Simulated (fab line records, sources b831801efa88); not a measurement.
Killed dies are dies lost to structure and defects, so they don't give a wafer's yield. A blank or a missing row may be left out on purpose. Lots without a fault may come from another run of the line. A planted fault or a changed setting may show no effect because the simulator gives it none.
A struck lot beside a sound one | flow gf180mcu | 15 steps out of a route of 602
Sound: wafers L752.3, L752.4, L752.5. Struck: wafers L742.1, L742.3, L742.5. The cause comes at the end.
At each step with rows: each side's tool, then ch and its chambers, then its first start. Under that, the readings that differ: sound wafers | struck wafers | difference of the means | sigmas: that difference in standard deviations of wafers without a fault.
alike: readings whose means differ by less than 2 such deviations, and words and numbers that are the same on both sides. not compared: withheld readings, readings that some wafer has no value for, bounds like >300 that may hide the same value, and numbers for which the record gives no deviation and whose values overlap.
The two part at a step that has a row with sigmas, a row that says differs or no value, or rows on one side only. Numbers that don't overlap but have no deviation are shown without sigmas and don't part them. A reading that every wafer of one side lacks parts them only if that side has two wafers or more.

GF_V4_SPUTTER_22: material TiN, target thk 10 nm, time 40 s.
  sound on pvd_sputter-03, day 30 10:51; struck on pvd_sputter-03, day 27 20:23
  alike: cathode_dc_power_W, chamber_pressure_pa, throttle_valve_pct
GF_V4_CVD_23: deposits W, target thk 350 nm, time 104.9 s.
  sound on cvd_w-02 ch 0,1, day 30 10:55; struck on cvd_w-01 ch 0,1, day 27 20:26
  alike: heater_power_outer_w, heater_power_w
GF_V4_RS_MEAS_24: measures by four-point-probe.
  sound on film_metro-01, day 30 11:02; struck on film_metro-04, day 27 20:32
  reading          | sound             | struck            | difference | sigmas
  V4_W_RS (ohm/sq) | 0.330 0.334 0.331 | 0.323 0.326 0.320 | -0.009     | -2
GF_V4_THK_MEAS_25: measures by xrf.
  sound on film_metro-01, day 30 11:08; struck on film_metro-04, day 27 20:40
  alike: V4_W_THK
then, 1 step without rows for these wafers: GF_V4_CMP_26 (polishes, stops on SiO2, t overpolish 15 s, target thk 0 nm).
GF_MIM_SPUTTER_00: material Ti, target thk 37.5 nm, time 150 s.
  sound on pvd_sputter-02, day 30 11:29; struck on pvd_sputter-02, day 27 21:01
  alike: cathode_dc_power_W, chamber_pressure_pa, throttle_valve_pct
then, 2 steps without rows for these wafers: GF_MIM_SPUTTER_01 (material TiN, target thk 30 nm, time 25 s); GF_MIM_SPUTTER_02 (material AlCu, target thk 450 nm, time 23.9 s).
GF_MIM_SPUTTER_03: material Ti, target thk 10 nm, time 6.7 s.
  sound on pvd_sputter-02, day 30 11:38; struck on pvd_sputter-02, day 27 21:11
  alike: cathode_dc_power_W, chamber_pressure_pa, throttle_valve_pct
then, 1 step without rows for these wafers: GF_MIM_SPUTTER_04 (material TiN, target thk 50 nm, time 41.7 s).
GF_MIM_CVD_05: deposits Si3N4, target thk 42 nm, time 29.086 s.
  sound on pecvd-02 ch 0,1, day 30 11:42; struck on pecvd-03 ch 0,1,2, day 27 21:14
  alike: heater_power_outer_w, heater_power_w, rf_fwd_power_W
GF_MIM_THK_MEAS_06:
  sound on film_metro-01, day 30 11:45; struck on film_metro-02, day 27 21:16
  reading             | sound          | struck         | difference | sigmas
  MIM_CVD_05_THK (nm) | 42.5 43.0 42.7 | 41.1 40.4 42.4 | -1.4       | -2
GF_MIM_SPUTTER_07: material TiN, target thk 60 nm, time 50 s.
  sound on pvd_sputter-01, day 30 11:47; struck on pvd_sputter-01, day 27 21:20
  reading                  | sound                | struck               | difference | sigmas
  chamber_pressure_pa (Pa) | 0.4013 0.4002 0.4000 | 0.4305 0.4290 0.4295 | +0.0292    | +38
  alike: cathode_dc_power_W, throttle_valve_pct
then, 2 steps without rows for these wafers: GF_MIM_SPUTTER_08 (material AlCu, target thk 200 nm, time 10.6 s); GF_PASSIVATION_PROBE_99.

WHERE THEY PART
First at GF_V4_RS_MEAS_24; last, within this record, at GF_MIM_SPUTTER_07.

WHY: what the simulator had put in
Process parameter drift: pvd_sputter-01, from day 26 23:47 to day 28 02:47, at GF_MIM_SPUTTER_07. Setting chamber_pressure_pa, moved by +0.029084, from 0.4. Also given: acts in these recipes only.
